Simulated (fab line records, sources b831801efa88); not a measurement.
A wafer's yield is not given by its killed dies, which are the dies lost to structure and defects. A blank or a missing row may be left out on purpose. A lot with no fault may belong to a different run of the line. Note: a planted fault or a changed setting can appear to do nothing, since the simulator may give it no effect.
Which tool was responsible? + flow gf180mcu + 7 lots, 19 wafers sampled, at 5 steps of a route of 602

== WHAT THE GAUGES READ, wafer by wafer ==
GF_V2_THK_MEAS_01.
| lot  | measured     | on            | V2_CVD_00_THK (nm) |
|------|--------------|---------------|--------------------|
| L936 | day 19 12:55 | film-metro-02 | 598 601 603        |
| L940 | day 21 02:39 | film-metro-02 | 584 600 596        |
| L942 | day 21 23:48 | film-metro-01 | 596 591 596        |
| L944 | day 22 19:16 | film-metro-02 | 590 597 592        |
| L947 | day 23 17:25 | film-metro-04 | 480                |
| L951 | day 25 01:14 | film-metro-02 | 615 591 603        |
| L957 | day 26 18:37 | film-metro-04 | 601 607 604        |

== WHAT TOOL EACH LOT RAN ON (gives the tool, then ch and the chambers of the sampled wafers, and finally the start) ==
| lot  | GF_V1_SPUTTER_21             | GF_M2_SPUTTER_00             | GF_M2_METAL_ETCH_16               | GF_V2_CVD_00                     |
|------|------------------------------|------------------------------|-----------------------------------|----------------------------------|
| L936 | pvd-sputter-03, day 18 10:56 | pvd-sputter-01, day 18 11:37 | rie-metal-01 ch 0,1, day 19 12:09 | hdpcvd-02 ch 0,1, day 19 12:47   |
| L940 | pvd-sputter-02, day 20 00:08 | pvd-sputter-01, day 20 00:50 | rie-metal-01 ch 0, day 21 01:29   | hdpcvd-02 ch 0,1,2, day 21 02:35 |
| L942 | pvd-sputter-02, day 20 21:40 | pvd-sputter-01, day 20 22:28 | rie-metal-01 ch 0,1, day 21 23:02 | hdpcvd-01 ch 1,2, day 21 23:41   |
| L944 | pvd-sputter-04, day 21 17:13 | pvd-sputter-03, day 21 17:54 | rie-metal-01 ch 0,1, day 22 18:33 | hdpcvd-01 ch 0,1,2, day 22 19:12 |
| L947 | pvd-sputter-02, day 22 15:53 | pvd-sputter-01, day 22 16:34 | rie-metal-04 ch 0, day 23 16:40   | hdpcvd-02 ch 0, day 23 17:20     |
| L951 | pvd-sputter-04, day 24 00:52 | pvd-sputter-03, day 24 01:34 | rie-metal-01 ch 1, day 25 00:20   | hdpcvd-01 ch 0,1,2, day 25 01:10 |
| L957 | pvd-sputter-04, day 25 20:04 | pvd-sputter-02, day 25 20:48 | rie-metal-04 ch 0,1, day 26 17:54 | hdpcvd-01 ch 1,2, day 26 18:31   |
- GF_V1_SPUTTER_21: material Ti, target thk 15 nm, time 80.02 s.
- GF_M2_SPUTTER_00: material Ti, target thk 37.5 nm, time 150 s.
- GF_M2_METAL_ETCH_16: etches the open film in Cl2/BCl3, stops on SiO2, target depth 627.5 nm, time 104.6 s.
- GF_V2_CVD_00: deposits SiO2, target thk 600 nm, time 100 s.

== THE ANSWER, worked out from the rows above alone ==
Rule: the usual values come from the lots themselves. The widest of any qualifying gaps counts: lots, ordered by their means at a reading, are off when they make up no more than a third of the lots, leave a main group of 4 or more, and stand apart from it by 3 or more times the standard deviation of that group's means. Not used: any main group whose means are identical at the precision the tables above print for the reading. Also off: a lot with no number at a reading for which 4 or more lots have one. The other lots that the step has rows for count as sound.
Off: L947, seen at GF_V2_THK_MEAS_01 (V2_CVD_00_THK). For the main group the mean is 598 nm and the standard deviation 4.6.
If a tool, at a process step before that reading, ran all the lots that are off and no sound lot after the first of them, it fits. Those tools and the gauges at GF_V2_THK_MEAS_01 are tried in the same way. Can't be told from this: 3 tools fit, pvd-sputter-02 at GF_V1_SPUTTER_21, pvd-sputter-01 at GF_M2_SPUTTER_00, hdpcvd-02 at GF_V2_CVD_00.

== WHAT HAD BEEN PUT IN BY THE SIMULATOR ==
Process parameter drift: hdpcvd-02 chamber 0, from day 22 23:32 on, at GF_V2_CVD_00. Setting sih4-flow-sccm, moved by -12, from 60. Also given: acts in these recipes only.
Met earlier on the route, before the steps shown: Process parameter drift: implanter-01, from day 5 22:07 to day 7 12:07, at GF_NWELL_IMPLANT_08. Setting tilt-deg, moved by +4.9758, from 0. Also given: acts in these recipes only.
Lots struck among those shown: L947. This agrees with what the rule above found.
